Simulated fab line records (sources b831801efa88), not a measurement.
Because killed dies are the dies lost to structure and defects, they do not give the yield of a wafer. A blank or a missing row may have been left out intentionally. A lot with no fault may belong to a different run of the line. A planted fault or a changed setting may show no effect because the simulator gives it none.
One fault through the eyes of 2 desks -- flow sky130 -- only its own numbers are on each desk; what lay behind them is given at the end

## TOOL OWNER'S DESK, pecvd-04
The tool's own readings at SKY_PASSIVATION_CVD_02 (deposits Si3N4, target thk 540 nm): means of the sampled wafers that have a number, for each lot that ran on this tool. If a lot's mean is further than 4 standard deviations from the usual mean, the lot is out of limits and carries the mark OUT (the distance appears in the brackets).
Columns: A = heater_power_w at SKY_PASSIVATION_CVD_02, usual 690 W; B = rf_fwd_power_W at SKY_PASSIVATION_CVD_02, usual 448.7 W
lot,first seen here,A,B
L733,day 47 09:24,729,449.6
L735,day 47 13:35,661,448.4
L737,day 48 00:40,737,447.3
L738,day 48 09:29,729,448.9
L746,day 49 13:07,743,448.4
L748,day 50 06:45,717,449.3
This desk's verdict: no lot among the 6 shows anything out of limits.

## THE METROLOGY DESK
Lot by lot, what the gauges showed, no matter which tool ran the lot: averages of those sampled wafers that carry a number. If a lot's mean is further than 4 standard deviations from the usual mean, the lot is out of limits and carries the mark OUT (the distance appears in the brackets).
Columns: A = VIA3_W_THK at SKY_VIA3_THK_MEAS_23, usual 396 nm; B = VIA4_W_RS at SKY_VIA4_RS_MEAS_19, usual 0.2267 ohm/sq; C = PASSIVATION_CVD_02_THK at SKY_PASSIVATION_THK_MEAS_03, usual 540 nm
lot,first seen here,A,B,C
L726,day 41 00:53,397,0.2290,537
L731,day 42 16:25,402,0.2249,537
L733,day 43 09:26,398,0.2290,540
L734,day 43 11:21,404,0.2272,530
L735,day 43 14:27,387,0.2286,540
L737,day 44 05:23,390,0.2265,543
L738,day 44 14:35,411,0.2257,547
L742,day 45 01:42,401,0.2278,547
L746,day 45 23:24,398,0.2255,436 (-14) OUT
L748,day 46 18:34,394,0.2284,435 (-14) OUT
This desk finds L746, L748 out of limits, with the earliest case on L746 at day 49 13:22 (PASSIVATION_CVD_02_THK at SKY_PASSIVATION_THK_MEAS_03). In limits: L726, L731, L733, L734, L735, L737, L738, L742.

## ALL TOGETHER
Metrology desk: alarm possible at day 49 13:22 on L746, L748.
Nothing out of limits was seen by the tool owner's desk.
On record at the tool owner's desk: L746, L748, within its limits.
SKY_PASSIVATION_CVD_02 was run on pecvd-04 by each of the lots named.

## WHAT WAS PUT IN BY THE SIMULATOR
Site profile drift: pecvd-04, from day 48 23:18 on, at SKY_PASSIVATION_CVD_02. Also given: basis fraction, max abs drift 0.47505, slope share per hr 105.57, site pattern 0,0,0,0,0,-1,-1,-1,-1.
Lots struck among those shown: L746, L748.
Time in hours between the start of the fault and the first out-of-limits reading at each desk: metrology desk, 14.
